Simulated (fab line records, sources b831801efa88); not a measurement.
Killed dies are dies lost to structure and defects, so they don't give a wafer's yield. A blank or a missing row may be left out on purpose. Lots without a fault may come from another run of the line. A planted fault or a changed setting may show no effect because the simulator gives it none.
Which tool did it? | flow gf180mcu | 6 lots, 16 wafers sampled, at 2 steps of a route of 602

WHAT THE GAUGES READ, wafer by wafer
GF_PSD_RS_MEAS_14: measures by four-point-probe.
lot  | measured     | on            | NSD_RS (ohm/sq)
L565 | day 15 02:04 | film_metro-03 | 46.58 46.57 46.38
L568 | day 15 23:55 | film_metro-04 | 46.49 46.53 46.48
L570 | day 17 01:25 | film_metro-03 | 43.02 43.06 43.19
L581 | day 20 13:34 | film_metro-03 | 46.59 46.55 46.56
L583 | day 21 06:21 | film_metro-03 | 46.67 46.58
L585 | day 21 21:49 | film_metro-03 | 46.51 46.60

WHICH TOOL RAN EACH LOT (tool, then ch and the chambers of the sampled wafers, then the start)
lot  | GF_PSD_RTA_13
L565 | rtp_anneal-02 ch 0, day 15 01:58
L568 | rtp_anneal-02 ch 0, day 15 23:50
L570 | rtp_anneal-02 ch 0, day 17 01:14
L581 | rtp_anneal-02 ch 0, day 20 13:29
L583 | rtp_anneal-02 ch 0, day 21 06:16
L585 | rtp_anneal-01 ch 0, day 21 21:43
- GF_PSD_RTA_13: time 20 s.

THE ANSWER, worked out from the rows above alone
Rule: what is usual is taken from the lots themselves. Put in order of their means at a reading, lots are off if they are a third of the lots or fewer, leave a main group of 4 or more, and stand apart from it by a gap of 3 or more times the standard deviation of the main group's means; of several such gaps the widest counts. A main group whose means are all the same, to the digits that the tables above print for the reading, isn't used. A lot without any number at a reading at which 4 lots or more have one is off too. The other lots that the step has rows for count as sound.
Off: L570, at GF_PSD_RS_MEAS_14 (NSD_RS). The main group: mean 46.55 ohm/sq, standard deviation 0.045.
A tool fits if, at a process step before that reading, it ran every lot that is off, and no sound lot after the first of them. The gauges at GF_PSD_RS_MEAS_14 are tried like those tools. None of those tried fits.

WHAT THE SIMULATOR HAD PUT IN
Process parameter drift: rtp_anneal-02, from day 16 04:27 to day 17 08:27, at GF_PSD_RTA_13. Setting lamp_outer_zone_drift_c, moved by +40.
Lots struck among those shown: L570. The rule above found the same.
